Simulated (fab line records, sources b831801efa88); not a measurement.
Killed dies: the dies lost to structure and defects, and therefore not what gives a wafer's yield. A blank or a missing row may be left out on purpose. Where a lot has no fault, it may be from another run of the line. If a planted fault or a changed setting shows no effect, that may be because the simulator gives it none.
fab line records -- flow sfqLine
[record] lots = 6, wafers = 18, lastDay = 83
route steps=325 shown M4@152 I4@163 JJ@178 M5@206
lots that met no fault: from a run of the same line without faults
startH: the number of hours between the record's first day and the start of the first shown wafer of the lot -- waitH: hours from the lot's prior step to this one -- " unchanged from the row above -- L1.1+2: one row covering several wafers at once -- - either no value or no given start -- * or withheld: withheld -- < > ~ a bound
route shown NAME@n: names a module that has steps shown in the file, with the first one's number in the route -- usual: mean/standard deviation taken from wafers without a fault -- same: alike in all rows -- chamber/n: place in a boat -- sites: the reading at each site -- _std_site: the standard deviation of these -- _edge_site: the outer-site mean with the inner-site mean subtracted -- radiusMm: how far each site lies from the wafer's centre -- mask NAME#n: copy n -- behind: the tool/chamber that last shaped the wafer -- hold: why the lot was held/for how many hours/how that ended -- device: which transistor (n, p or np) failed to switch -- end of line: the route-end tests of the same wafers -- for a step that has no rows: nothing shown but its recipe -- killed: at the first sort, the dies lost to defects and structure; wafer yield is something else -- map: per-die view of a wafer (x killed, . not killed, _ where there is no die)
set.NAME: setting as actually run; set.NAME@STEP: the setting as run at that earlier step -- model.NAME: the simulator's own value behind a step, which no gauge read
lots seen at some steps along the route; tables by step, rows by wafer
services: the hour from which a tool's chamber was out of use, counted from the record's first day as startH (under 0 if before that day), plus the number of hours and why
[[steps]]
[step SFQ_TRILAYER_M4_LITHO_COAT_098]
[recipe] resist = BARC, spinRpm = 3000, resistThkNm = 62
[step SFQ_TRILAYER_M4_LITHO_COAT_093]
[recipe] resist = KrF, spinRpm = 3000, resistThkNm = 600
[step SFQ_TRILAYER_M4_LITHO_SOFTBAKE_097]
[recipe] tempC = withheld, timeS = withheld, resist = KrF
[step SFQ_TRILAYER_M4_LITHO_EXPOSE_094]
[recipe] maskId = M4, na = 0.6, sourceShape = conventional, sigmaOuter = 0.65, targetCdNm = 500, doseMj = 14.4
[step SFQ_TRILAYER_M4_LITHO_PEB_096]
[recipe] pebTempC = 115, pebTimeS = 60, resist = KrF
[step SFQ_TRILAYER_M4_LITHO_DEVELOP_095]
[recipe] timeS = 60, resist = KrF
[step SFQ_M4_OVL_MEAS_926]
[usual] M4_OVL = -6/6.8
lot.wafer,tool,chamber,startH,waitH,M4_OVL[nm]
L292.2,overlay-01,-,1119.04,0.1,-8
L292.3,overlay-01,-,1119.04,0.1,-10
L292.5,overlay-01,-,1119.04,0.1,-8
L293.2,overlay-02,-,1156.24,0.1,-3
L293.3,overlay-02,-,1156.24,0.1,-16
L293.4,overlay-02,-,1156.24,0.1,-11
L306.1,overlay-01,-,1277.29,0.1,-9
L306.2,overlay-01,-,1277.29,0.1,-15
L306.5,overlay-01,-,1277.29,0.1,-10
L307.4,overlay-01,-,1290.51,0.1,-5
L307.5,overlay-01,-,1290.51,0.1,-1
L307.6,overlay-01,-,1290.51,0.1,0
L308.3,overlay-01,-,1302.51,0.1,2
L308.4,overlay-01,-,1302.51,0.1,-7
L308.6,overlay-01,-,1302.51,0.1,-5
L315.2,overlay-01,-,1363.70,0.1,-2
L315.4,overlay-01,-,1363.70,0.1,-4
L315.6,overlay-01,-,1363.70,0.1,3
[step SFQ_TRILAYER_M4_BARC_OPEN_METAL_ETCH_123]
[recipe] maskMaterial = PR, chemistry = O2, targetDepthNm = 125, target = BARC, icpW = 600, biasW = 80, pressureMtorr = 10, timeS = 41.7
[step SFQ_TRILAYER_M4_ETCH_METAL_ETCH_096]
[recipe] target = Nb, stopOn = SiO2, maskMaterial = PR, chemistry = Cl2/Ar, targetDepthNm = 240, icpW = 600, biasW = 80, pressureMtorr = 10, timeS = 120
[usual] biasW = 80.04/0.21, drypumpMotorCurrentA = 5.60/0.28, oesProductAu = 0.891/0.0071
lot.wafer,tool,chamber,startH,waitH,biasW,drypumpMotorCurrentA,oesProductAu,rfHoursCounterH
L292.2,rieMetal-04,1,1119.13,0.0,80.26,5.21,0.896,2
L292.3,rieMetal-04,1,1119.13,0.0,80.33,5.21,0.894,-
L292.5,rieMetal-04,0,1119.13,0.0,80.06,5.51,0.896,-
L293.2,rieMetal-04,1,1156.43,0.1,80.20,5.20,0.895,-
L293.3,rieMetal-04,1,1156.43,0.1,80.05,5.21,0.886,-
L293.4,rieMetal-04,1,1156.43,0.1,80.20,5.20,0.886,-
L306.1,rieMetal-02,0,1277.39,0.0,80.19,5.64,0.894,21
L306.2,rieMetal-02,1,1277.39,0.0,79.91,5.89,0.889,38
L306.5,rieMetal-02,0,1277.39,0.0,80.05,5.64,0.898,-
L307.4,rieMetal-02,0,1290.63,0.1,79.83,5.67,0.896,-
L307.5,rieMetal-02,1,1290.63,0.1,80.34,5.88,0.884,-
L307.6,rieMetal-02,0,1290.63,0.1,80.19,5.65,0.894,-
L308.3,rieMetal-02,1,1302.63,0.1,80.18,5.90,0.882,-
L308.4,rieMetal-02,0,1302.63,0.1,79.81,5.63,0.903,-
L308.6,rieMetal-02,0,1302.63,0.1,80.01,5.64,0.894,-
L315.2,rieMetal-02,1,1363.89,0.1,80.05,5.91,0.887,-
L315.4,rieMetal-02,1,1363.89,0.1,79.93,5.89,0.892,-
L315.6,rieMetal-02,1,1363.89,0.1,80.26,5.90,0.886,-
[step SFQ_TRILAYER_M4_STRIP_STRIP_097]
[recipe] gas = O2, powerW = 200, platenTempC = 40, overashFraction = 0.65, chemistry = O2, pressureMtorr = 50
[usual] drypumpMotorCurrentA = 5.60/0.28, oesProductAu = 0.994/0.011
lot.wafer,tool,chamber,startH,waitH,drypumpMotorCurrentA,oesProductAu,rfHoursCounterH
L292.2,rieMetal-04,1,1119.25,0.1,5.18,0.989,2
L292.3,rieMetal-04,1,1119.25,0.1,5.18,1.021,-
L292.5,rieMetal-04,0,1119.25,0.1,5.52,0.996,-
L293.2,rieMetal-04,1,1156.84,0.4,5.19,0.996,-
L293.3,rieMetal-04,1,1156.84,0.4,5.17,1.007,-
L293.4,rieMetal-04,1,1156.84,0.4,5.17,1.000,-
L306.1,rieMetal-02,0,1277.52,0.1,5.63,0.984,21
L306.2,rieMetal-02,1,1277.52,0.1,5.87,0.984,38
L306.5,rieMetal-02,0,1277.52,0.1,5.62,0.986,-
L307.4,rieMetal-02,0,1290.92,0.2,5.68,1.002,-
L307.5,rieMetal-02,1,1290.92,0.2,5.89,0.984,-
L307.6,rieMetal-02,0,1290.92,0.2,5.68,0.999,-
L308.3,rieMetal-02,1,1302.92,0.2,5.90,0.984,-
L308.4,rieMetal-02,0,1302.92,0.2,5.63,0.997,-
L308.6,rieMetal-02,0,1302.92,0.2,5.61,0.989,-
L315.2,rieMetal-02,1,1364.30,0.4,5.88,0.976,-
L315.4,rieMetal-02,1,1364.30,0.4,5.87,0.987,-
L315.6,rieMetal-02,1,1364.30,0.4,5.87,0.998,-
[step SFQ_TRILAYER_M4_STRIP_SOLV_CLEAN_098]
[recipe] chemistry = NMP, tempC = 70, timeS = 600
[step SFQ_TRILAYER_I4_DEP_PECVD_099]
[recipe] material = SiO2, tempC = 150, timeS = 111.11, pressureTorr = 2.4, rfW = 183.3, precursor = SiH4/N2O, targetThkNm = 500
[usual] heaterPowerW = 82/17, showerheadVppV = 839/31, throttleValvePct = 24.7/1.9
lot.wafer,tool,chamber,startH,waitH,heaterPowerW,showerheadVppV,throttleValvePct
L292.2,pecvd-03,1,1120.03,0.0,77,873,27.5
L292.3,pecvd-03,2,1120.03,0.0,80,832,23.0
L292.5,pecvd-03,1,1120.03,0.0,65,883,27.6
L293.2,pecvd-01,2,1158.03,0.0,72,837,24.7
L293.3,pecvd-01,1,1158.03,0.0,100,837,26.7
L293.4,pecvd-01,2,1158.03,0.0,76,834,24.5
L306.1,pecvd-03,0,1278.29,0.0,108,840,24.9
L306.2,pecvd-03,1,1278.29,0.0,80,867,27.8
L306.5,pecvd-03,2,1278.29,0.0,76,831,22.8
L307.4,pecvd-02,0,1291.53,0.0,79,873,23.3
L307.5,pecvd-02,2,1291.53,0.0,62,814,23.4
L307.6,pecvd-02,1,1291.53,0.0,96,870,22.0
L308.3,pecvd-01,2,1303.49,0.0,74,829,25.2
L308.4,pecvd-01,2,1303.49,0.0,71,836,25.0
L308.6,pecvd-01,1,1303.49,0.0,108,841,27.7
L315.2,pecvd-01,1,1365.48,0.0,104,832,27.7
L315.4,pecvd-01,2,1365.48,0.0,77,829,25.5
L315.6,pecvd-01,1,1365.48,0.0,108,834,27.9
[step SFQ_TRILAYER_I4_CMP_CMP_100]
[recipe] material = SiO2, downForcePsi = 3, platenRpm = 60, padVelocityMS = 0.94248
[usual] edgeZonePressureFrac = 0.999/0.0045, motorCurrentA = 9.5/0.87, slurryFlowMlMin = 150.0/0.47, timeToEndpointS = 214/9
lot.wafer,tool,chamber,startH,waitH,edgeZonePressureFrac,motorCurrentA,slurryFlowMlMin,timeToEndpointS,model.SiO2_of_TRILAYER_I4_DEP_PECVD_099.thkNm
L292.2,cmp-02,0,1120.11,0.0,0.999,8.6,149.8,221,200.8
L292.3,cmp-02,3,1121.61,1.5,1.002,9.7,149.7,204,199.6
L292.5,cmp-02,0,1121.61,1.5,0.999,8.8,149.9,238,201.7
L293.3,cmp-02,1,1158.11,0.0,0.997,9.5,150.0,208,198.8
L293.4,cmp-02,3,1159.11,1.0,1.001,9.9,150.4,207,197.6
L293.2,cmp-02,0,1159.11,1.0,1.000,8.7,150.2,216,199.3
L306.1,cmp-02,0,1286.02,7.7,0.996,8.5,150.1,202,200.9
L306.2,cmp-02,3,1287.52,9.2,0.996,9.9,150.5,243,148.9
L306.5,cmp-02,0,1287.52,9.2,0.994,9.0,150.2,269,150.3
L307.4,cmp-02,1,1301.52,10.0,0.997,9.8,150.5,223,197.6
L307.6,cmp-02,0,1303.02,11.5,0.994,8.9,150.3,224,199.1
L307.5,cmp-02,1,1303.02,11.5,0.994,10.7,150.6,258,148.9
L308.4,cmp-01,2,1312.42,8.8,0.989,10.4,149.4,218,199.9
L308.3,cmp-01,0,1313.42,9.9,0.994,9.7,149.5,214,199.6
L308.6,cmp-01,2,1314.42,10.8,0.995,10.1,149.7,207,199.5
L315.2,cmp-01,2,1401.20,35.7,1.000,9.7,149.9,200,198.9
L315.4,cmp-01,3,1401.20,35.7,1.004,11.4,148.9,215,199.4
L315.6,cmp-01,0,1401.20,35.7,0.998,9.8,149.2,209,198.9
[step SFQ_I4_BOW_MEAS_927]
[recipe] mode = bow
[usual] I4_BOW = 6/11
lot.wafer,tool,chamber,startH,waitH,I4_BOW[um]
L292.2,filmMetro-03,-,1123.13,2.5,-2
L292.3,filmMetro-03,-,1123.13,2.5,-12
L292.5,filmMetro-03,-,1123.13,2.5,-9
L293.2,filmMetro-04,-,1161.13,1.0,4
L293.3,filmMetro-04,-,1161.13,1.0,5
L293.4,filmMetro-04,-,1161.13,1.0,12
L306.1,filmMetro-04,-,1289.02,2.5,12
L306.2,filmMetro-04,-,1289.02,2.5,2
L306.5,filmMetro-04,-,1289.02,2.5,19
L307.4,filmMetro-03,-,1304.08,2.1,0
L307.5,filmMetro-03,-,1304.08,2.1,12
L307.6,filmMetro-03,-,1304.08,2.1,13
L308.3,filmMetro-04,-,1315.46,1.5,-8
L308.4,filmMetro-04,-,1315.46,1.5,-4
L308.6,filmMetro-04,-,1315.46,1.5,-1
L315.2,filmMetro-04,-,1403.22,1.5,8
L315.4,filmMetro-04,-,1403.22,1.5,4
L315.6,filmMetro-04,-,1403.22,1.5,10
[step SFQ_TRILAYER_I4_METRO_MEASURE_101]
[usual] thkNm = 199.8/1.2
lot.wafer,tool,chamber,startH,waitH,thkNm
L292.2,filmMetro-03,-,1123.43,0.3,200.6
L292.3,filmMetro-03,-,1123.43,0.3,199.5
L292.5,filmMetro-03,-,1123.43,0.3,201.7
L293.2,filmMetro-04,-,1161.43,0.3,199.4
L293.3,filmMetro-04,-,1161.43,0.3,198.8
L293.4,filmMetro-04,-,1161.43,0.3,197.4
L306.1,filmMetro-04,-,1289.14,0.1,201.1
L306.2,filmMetro-04,-,1289.14,0.1,148.9
L306.5,filmMetro-04,-,1289.14,0.1,150.3
L307.4,filmMetro-03,-,1304.74,0.6,197.5
L307.5,filmMetro-03,-,1304.74,0.6,148.8
L307.6,filmMetro-03,-,1304.74,0.6,199.0
L308.3,filmMetro-04,-,1315.94,0.5,199.6
L308.4,filmMetro-04,-,1315.94,0.5,199.9
L308.6,filmMetro-04,-,1315.94,0.5,199.5
L315.2,filmMetro-04,-,1403.52,0.3,198.9
L315.4,filmMetro-04,-,1403.52,0.3,199.5
L315.6,filmMetro-04,-,1403.52,0.3,199.1
[step SFQ_TRILAYER_I4_VIA_LITHO_COAT_108]
[recipe] resist = BARC, spinRpm = 3000, resistThkNm = 62
[step SFQ_TRILAYER_I4_VIA_LITHO_COAT_103]
[recipe] resist = KrF, spinRpm = 3000, resistThkNm = 650
[step SFQ_TRILAYER_I4_VIA_LITHO_SOFTBAKE_107]
[recipe] tempC = withheld, timeS = withheld, resist = KrF
[step SFQ_TRILAYER_I4_VIA_LITHO_EXPOSE_104]
[recipe] maskId = I4, na = 0.6, sourceShape = conventional, sigmaOuter = 0.65, targetCdNm = 700, doseMj = 21.3
[step SFQ_TRILAYER_I4_VIA_LITHO_PEB_106]
[recipe] pebTempC = 115, pebTimeS = 60, resist = KrF
[step SFQ_TRILAYER_I4_VIA_LITHO_DEVELOP_105]
[recipe] timeS = 60, resist = KrF
[step SFQ_I4_OVL_MEAS_928]
[usual] I4_OVL = 5/4.6
lot.wafer,tool,chamber,startH,waitH,I4_OVL[nm]
L292.2,overlay-01,-,1156.89,0.1,-4
L292.3,overlay-01,-,1156.89,0.1,3
L292.5,overlay-01,-,1156.89,0.1,4
L293.2,overlay-02,-,1164.68,0.1,16
L293.3,overlay-02,-,1164.68,0.1,14
L293.4,overlay-02,-,1164.68,0.1,13
L306.1,overlay-02,-,1390.99,0.1,6
L306.2,overlay-02,-,1390.99,0.1,8
L306.5,overlay-02,-,1390.99,0.1,7
L307.4,overlay-01,-,1398.21,0.1,9
L307.5,overlay-01,-,1398.21,0.1,4
L307.6,overlay-01,-,1398.21,0.1,2
L308.3,overlay-01,-,1405.58,0.1,8
L308.4,overlay-01,-,1405.58,0.1,8
L308.6,overlay-01,-,1405.58,0.1,12
L315.2,overlay-02,-,1502.25,0.1,10
L315.4,overlay-02,-,1502.25,0.1,6
L315.6,overlay-02,-,1502.25,0.1,7
[step SFQ_TRILAYER_I4_VIA_BARC_OPEN_VIA_ETCH_146]
[recipe] maskMaterial = PR, chemistry = O2, targetDepthNm = 125, target = BARC, sourceW = 500, biasW = 80, pressureMtorr = 30, timeS = 41.7
[step SFQ_TRILAYER_I4_VIA_ETCH_VIA_ETCH_106]
[recipe] target = SiO2, stopOn = Nb, maskMaterial = PR, taperDeg = 20, chemistry = CHF3, targetDepthNm = 260, sourceW = 500, biasW = 80, pressureMtorr = 30, timeS = withheld
[usual] biasW = 80.02/0.25, drypumpMotorCurrentA = 5.7/0.53, oesProductAu = 0.854/0.0052
lot.wafer,tool,chamber,startH,waitH,biasW,drypumpMotorCurrentA,oesProductAu,model.I4.featureDepthNm,model.etch.depthNm
L292.2,rieDiel-04,3,1156.96,0.0,80.01,5.6,0.861,200.8,200.8
L292.3,rieDiel-04,0,1156.96,0.0,80.11,5.1,0.858,199.6,199.6
L292.5,rieDiel-04,0,1156.96,0.0,79.98,5.1,0.857,201.7,201.7
L293.2,rieDiel-03,2,1164.75,0.0,79.94,5.7,0.852,199.3,199.3
L293.3,rieDiel-03,1,1164.75,0.0,79.88,6.7,0.859,198.8,198.8
L293.4,rieDiel-03,3,1164.75,0.0,80.14,5.2,0.847,197.6,197.6
L306.1,rieDiel-02,3,1391.06,0.0,80.23,6.0,0.855,200.9,200.9
L306.2,rieDiel-02,0,1391.06,0.0,80.24,5.7,0.731,148.9,148.9
L306.5,rieDiel-02,3,1391.06,0.0,80.21,6.1,0.745,150.3,150.3
L307.4,rieDiel-04,2,1398.26,0.0,80.47,6.0,0.850,197.6,197.6
L307.5,rieDiel-04,3,1398.26,0.0,80.00,5.6,0.737,148.9,148.9
L307.6,rieDiel-04,2,1398.26,0.0,80.13,6.0,0.839,199.1,199.1
L308.3,rieDiel-03,2,1405.64,0.0,80.04,5.7,0.850,199.6,199.6
L308.4,rieDiel-03,3,1405.64,0.0,79.80,5.2,0.854,199.9,199.9
L308.6,rieDiel-03,2,1405.64,0.0,79.95,5.7,0.853,199.5,199.5
L315.2,rieDiel-03,0,1502.32,0.0,79.89,5.3,0.847,198.9,198.9
L315.4,rieDiel-03,2,1502.32,0.0,79.98,5.7,0.851,199.4,199.4
L315.6,rieDiel-03,0,1502.32,0.0,80.23,5.3,0.852,198.9,198.9
[step SFQ_TRILAYER_I4_VIA_STRIP_STRIP_107]
[recipe] gas = O2, powerW = 200, platenTempC = 40, overashFraction = 0.65, chemistry = O2, pressureMtorr = 50
[step SFQ_TRILAYER_I4_VIA_STRIP_SOLV_CLEAN_108]
[recipe] chemistry = NMP, tempC = 70, timeS = 600
[step SFQ_TRILAYER_JJ_TRILAYER_DEP_PRE_CLEAN_113]
[recipe] gas = Ar, timeS = 22.5, biasV = 250
[step SFQ_TRILAYER_JJ_TRILAYER_DEP_SPUTTER_109]
[recipe] material = Nb, basePressurePa = 1.33e-06, chamberPressurePa = 0.1333, substrateTempC = 20, targetThkNm = 150, powerW = 2000, timeS = 100
[step SFQ_TRILAYER_JJ_TRILAYER_DEP_SPUTTER_110]
[recipe] material = Al, basePressurePa = 1.33e-06, targetThkNm = 8, powerW = 500, timeS = 10, chamberPressurePa = 0.4
[step SFQ_TRILAYER_JJ_TRILAYER_DEP_AL_OXIDATION_111]
[recipe] pressureMbar = 0.014667, oxidationTimeS = 600, temperatureK = 293
[step SFQ_TRILAYER_JJ_TRILAYER_DEP_SPUTTER_112]
[recipe] material = Nb, basePressurePa = 1.33e-06, chamberPressurePa = 0.1333, substrateTempC = 20, targetThkNm = 170, powerW = 2000, timeS = 113.3
[usual] basePressurePa = 1.33e-06/9e-08, throttleValvePct = 29.8/1.5
lot.wafer,tool,chamber,startH,waitH,basePressurePa,throttleValvePct
L292.2,pvdSputter-03,-,1159.15,0.5,1.19e-06,29.1
L292.3,pvdSputter-03,-,1159.15,0.5,1.34e-06,28.5
L292.5,pvdSputter-03,-,1159.15,0.5,1.24e-06,28.6
L293.2,pvdSputter-03,-,1166.76,0.5,1.54e-06,31.5
L293.3,pvdSputter-03,-,1166.76,0.5,1.25e-06,28.3
L293.4,pvdSputter-03,-,1166.76,0.5,1.39e-06,30.0
L306.1,pvdSputter-04,-,1393.68,0.5,1.27e-06,30.7
L306.2,pvdSputter-04,-,1393.68,0.5,1.28e-06,27.9
L306.5,pvdSputter-04,-,1393.68,0.5,1.42e-06,28.1
L307.4,pvdSputter-03,-,1400.28,0.5,1.3e-06,29.1
L307.5,pvdSputter-03,-,1400.28,0.5,1.22e-06,31.9
L307.6,pvdSputter-03,-,1400.28,0.5,1.24e-06,28.7
L308.3,pvdSputter-05,-,1407.66,0.5,1.42e-06,30.8
L308.4,pvdSputter-05,-,1407.66,0.5,1.23e-06,28.2
L308.6,pvdSputter-05,-,1407.66,0.5,1.37e-06,31.1
L315.2,pvdSputter-04,-,1504.33,0.5,1.23e-06,31.3
L315.4,pvdSputter-04,-,1504.33,0.5,1.09e-06,28.2
L315.6,pvdSputter-04,-,1504.33,0.5,1.38e-06,30.6
[step SFQ_JJ_RS_MEAS_929]
[recipe] thkMeasGauge = four-point-probe, reads = Nb_of_TRILAYER_JJ_TRILAYER_DEP_SPUTTER_112
[usual] JJ_NB_RS = 1.051/0.012
lot.wafer,tool,chamber,startH,waitH,JJ_NB_RS[ohm/sq]
L292.2,filmMetro-04,-,1159.25,0.1,1.038
L292.3,filmMetro-04,-,1159.25,0.1,1.052
L292.5,filmMetro-04,-,1159.25,0.1,1.040
L293.2,filmMetro-03,-,1166.86,0.1,1.040
L293.3,filmMetro-03,-,1166.86,0.1,1.040
L293.4,filmMetro-03,-,1166.86,0.1,1.047
L306.1,filmMetro-02,-,1393.76,0.0,1.065
L306.2,filmMetro-02,-,1393.76,0.0,1.057
L306.5,filmMetro-02,-,1393.76,0.0,1.055
L307.4,filmMetro-03,-,1400.42,0.1,1.036
L307.5,filmMetro-03,-,1400.42,0.1,1.037
L307.6,filmMetro-03,-,1400.42,0.1,1.039
L308.3,filmMetro-02,-,1407.77,0.1,1.060
L308.4,filmMetro-02,-,1407.77,0.1,1.053
L308.6,filmMetro-02,-,1407.77,0.1,1.054
L315.2,filmMetro-03,-,1504.43,0.1,1.063
L315.4,filmMetro-03,-,1504.43,0.1,1.064
L315.6,filmMetro-03,-,1504.43,0.1,1.064
[step SFQ_TRILAYER_JJ_CE_LITHO_COAT_119]
[recipe] resist = BARC, spinRpm = 3000, resistThkNm = 62
[step SFQ_TRILAYER_JJ_CE_LITHO_COAT_114]
[recipe] resist = KrF, spinRpm = 3000, resistThkNm = 600
[step SFQ_TRILAYER_JJ_CE_LITHO_SOFTBAKE_118]
[recipe] tempC = withheld, timeS = withheld, resist = KrF
[step SFQ_TRILAYER_JJ_CE_LITHO_EXPOSE_115]
[recipe] maskId = J5, na = 0.6, sourceShape = conventional, sigmaOuter = 0.65, targetCdNm = 700, doseMj = 14.4
[step SFQ_TRILAYER_JJ_CE_LITHO_PEB_117]
[recipe] pebTempC = 115, pebTimeS = 60, resist = KrF
[step SFQ_TRILAYER_JJ_CE_LITHO_DEVELOP_116]
[recipe] timeS = 60, resist = KrF
[step SFQ_JJ_OVL_MEAS_931]
[usual] J5_OVL = 1/4.7
lot.wafer,tool,chamber,startH,waitH,J5_OVL[nm]
L292.2,overlay-02,-,1289.30,0.1,2
L292.3,overlay-02,-,1289.30,0.1,-3
L292.5,overlay-02,-,1289.30,0.1,3
L293.2,overlay-01,-,1297.70,0.1,7
L293.3,overlay-01,-,1297.70,0.1,15
L293.4,overlay-01,-,1297.70,0.1,5
L306.1,overlay-01,-,1485.48,0.1,-2
L306.2,overlay-01,-,1485.48,0.1,7
L306.5,overlay-01,-,1485.48,0.1,-3
L307.4,overlay-01,-,1495.09,0.1,2
L307.5,overlay-01,-,1495.09,0.1,1
L307.6,overlay-01,-,1495.09,0.1,1
L308.3,overlay-02,-,1513.37,0.1,7
L308.4,overlay-02,-,1513.37,0.1,7
L308.6,overlay-02,-,1513.37,0.1,6
L315.2,overlay-01,-,1604.15,0.1,-2
L315.4,overlay-01,-,1604.15,0.1,5
L315.6,overlay-01,-,1604.15,0.1,5
[step SFQ_TRILAYER_JJ_CE_METRO_MEASURE_117]
[step SFQ_TRILAYER_JJ_CE_BARC_OPEN_RIE_150]
[recipe] maskMaterial = PR, chemistry = O2, targetDepthNm = 240, target = BARC, icpW = 600, biasW = 80, pressureMtorr = 10, timeS = 80
[usual] biasW = 80.01/0.25, drypumpMotorCurrentA = 5.41/0.28, oesProductAu = 0.537/0.0048
lot.wafer,tool,chamber,startH,waitH,biasW,drypumpMotorCurrentA,oesProductAu,rfHoursCounterH
L292.2,rieMetal-04,0,1290.53,0.8,80.02,5.49,0.533,20
L292.3,rieMetal-04,1,1290.53,0.8,79.49,5.20,0.538,-
L292.5,rieMetal-04,1,1290.53,0.8,79.41,5.20,0.535,-
L293.2,rieMetal-03,0,1298.93,0.8,80.15,5.01,0.539,21
L293.3,rieMetal-03,1,1298.93,0.8,79.84,5.66,0.526,-
L293.4,rieMetal-03,0,1298.93,0.8,80.26,4.99,0.545,-
L306.1,rieMetal-03,1,1486.71,1.0,79.95,5.67,0.535,35
L306.2,rieMetal-03,0,1486.71,1.0,80.01,5.04,0.542,51
L306.5,rieMetal-03,0,1486.71,1.0,79.73,5.02,0.537,-
L307.4,rieMetal-03,1,1496.35,0.4,79.66,5.68,0.536,-
L307.5,rieMetal-03,1,1496.35,0.4,79.61,5.67,0.535,-
L307.6,rieMetal-03,0,1496.35,0.4,79.83,5.02,0.531,-
L308.3,rieMetal-04,1,1514.63,0.6,80.11,5.18,0.540,-
L308.4,rieMetal-04,0,1514.63,0.6,80.42,5.53,0.540,-
L308.6,rieMetal-04,0,1514.63,0.6,80.20,5.52,0.537,-
L315.2,rieMetal-03,1,1605.38,0.8,80.20,5.67,0.547,54
L315.4,rieMetal-03,0,1605.38,0.8,80.08,5.01,0.539,-
L315.6,rieMetal-03,1,1605.38,0.8,80.39,5.65,0.543,-
[step SFQ_TRILAYER_M5_ETCH_METAL_ETCH_126]
[recipe] target = Nb, stopOn = SiO2, maskMaterial = PR, overEtchFrac = 0.15, timeS = 203.2, chemistry = Cl2/BCl3, targetDepthNm = 265, icpW = 600, biasW = 80, pressureMtorr = 10
[usual] biasW = 80.01/0.23, drypumpMotorCurrentA = 5.5/0.37, oesProductAu = 0.729/0.0065
lot.wafer,tool,chamber,startH,waitH,biasW,drypumpMotorCurrentA,oesProductAu,rfHoursCounterH,model.SiO2_of_TRILAYER_I4_DEP_PECVD_099.thkNm
L292.2,rieMetal-03,0,1294.35,0.0,80.01,5.0,0.722,21,180.9
L292.3,rieMetal-03,0,1294.35,0.0,79.90,5.0,0.721,-,179.6
L292.5,rieMetal-03,1,1294.35,0.0,79.67,5.7,0.716,-,182.5
L293.2,rieMetal-01,1,1308.28,0.0,79.94,6.1,0.729,5,179.9
L293.3,rieMetal-01,1,1308.28,0.0,79.83,6.1,0.733,-,179.5
L293.4,rieMetal-01,0,1308.28,0.0,80.33,5.4,0.728,-,178.2
L306.1,rieMetal-01,0,1495.14,0.0,79.82,5.3,0.728,124,181.5
L306.2,rieMetal-01,1,1495.14,0.0,80.34,6.1,0.728,38,129.6
L306.5,rieMetal-01,0,1495.14,0.0,79.84,5.3,0.732,-,130.8
L307.4,rieMetal-02,1,1512.72,0.1,80.03,5.9,0.731,-,178.1
L307.5,rieMetal-02,0,1512.72,0.1,79.82,5.6,0.734,-,129.1
L307.6,rieMetal-02,1,1512.72,0.1,80.34,5.9,0.724,-,179.6
L308.3,rieMetal-03,0,1524.79,0.1,80.14,5.0,0.734,-,179.3
L308.4,rieMetal-03,1,1524.79,0.1,79.90,5.7,0.727,-,180.6
L308.6,rieMetal-03,1,1524.79,0.1,79.87,5.6,0.729,-,180.1
L315.2,rieMetal-01,1,1691.78,0.0,80.05,6.1,0.728,67,179.3
L315.4,rieMetal-01,0,1691.78,0.0,80.33,5.4,0.733,-,180.1
L315.6,rieMetal-01,0,1691.78,0.0,80.11,5.3,0.731,-,179.6
[[services]]
tool,chamber,startH,hours,kind
rieMetal-04,-,1128.82,2.3,repair
filmMetro-04,-,1130.43,0.7,pm
rieMetal-04,0,1135.86,15.9,repair
rieMetal-02,1,1166.96,2.4,repair
cmp-02,-,1172.41,0.5,repair
filmMetro-04,-,1215.42,0.7,pm
rieMetal-02,0,1245.67,2.5,repair
cmp-02,-,1247.41,0.8,repair
filmMetro-04,-,1262.89,0.6,pm
cmp-02,-,1266.13,1.9,repair
cmp-02,-,1271.10,0.8,repair
rieMetal-03,1,1272.33,18.5,repair
rieMetal-02,-,1324.52,1.4,pm
filmMetro-04,-,1325.62,0.6,pm
filmMetro-04,-,1328.60,1.0,pm
cmp-02,-,1338.12,0.6,repair
cmp-02,-,1347.77,7.1,repair
cmp-02,-,1352.29,3.1,repair
rieMetal-02,0,1361.30,8.1,repair
rieMetal-03,-,1366.06,1.4,pm
rieMetal-02,1,1487.13,19.3,repair
rieMetal-04,1,1552.43,3.7,repair
rieMetal-04,0,1600.27,8.1,repair
rieMetal-02,-,1626.85,2.8,pm
[[key]]
[firstSign] step = SFQ_TRILAYER_I4_CMP_CMP_100, reading = timeToEndpointS, direction = up, sigmas = 4.7, usual = *, struck = *
[effect] step = SFQ_TRILAYER_I4_METRO_MEASURE_101, reading = thkNm, direction = down, sigmas = 42, usual = 199.8, struck = 149.3
[effect] step = SFQ_TRILAYER_I4_VIA_ETCH_VIA_ETCH_106, reading = oesProductAu, direction = down, sigmas = 22, usual = 0.854, struck = 0.738
[modelEffect] step = SFQ_TRILAYER_I4_CMP_CMP_100, value = SiO2_of_TRILAYER_I4_DEP_PECVD_099.thkNm, without = 199.4, struck = 149.4
[modelEffect] step = SFQ_TRILAYER_I4_VIA_ETCH_VIA_ETCH_106, value = I4.featureDepthNm, without = 199.4, struck = 149.4
[modelEffect] step = SFQ_TRILAYER_M5_ETCH_METAL_ETCH_126, value = SiO2_of_TRILAYER_I4_DEP_PECVD_099.thkNm, without = 179.9, struck = 129.9
metAt SFQ_TRILAYER_I4_CMP_CMP_100
struckWafers L306.2,L306.5,L307.5
onsetBetween 1158.11 1286.02
[fault] kind = processParameterDrift, tool = cmp-02, chamber = -, onsetH = 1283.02, steps = SFQ_TRILAYER_I4_CMP_CMP_100, channel = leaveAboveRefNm, offset = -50, shape = step, endH = 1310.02, scope = struckWafersOnly, actsIn = theseRecipesOnly, stated = 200
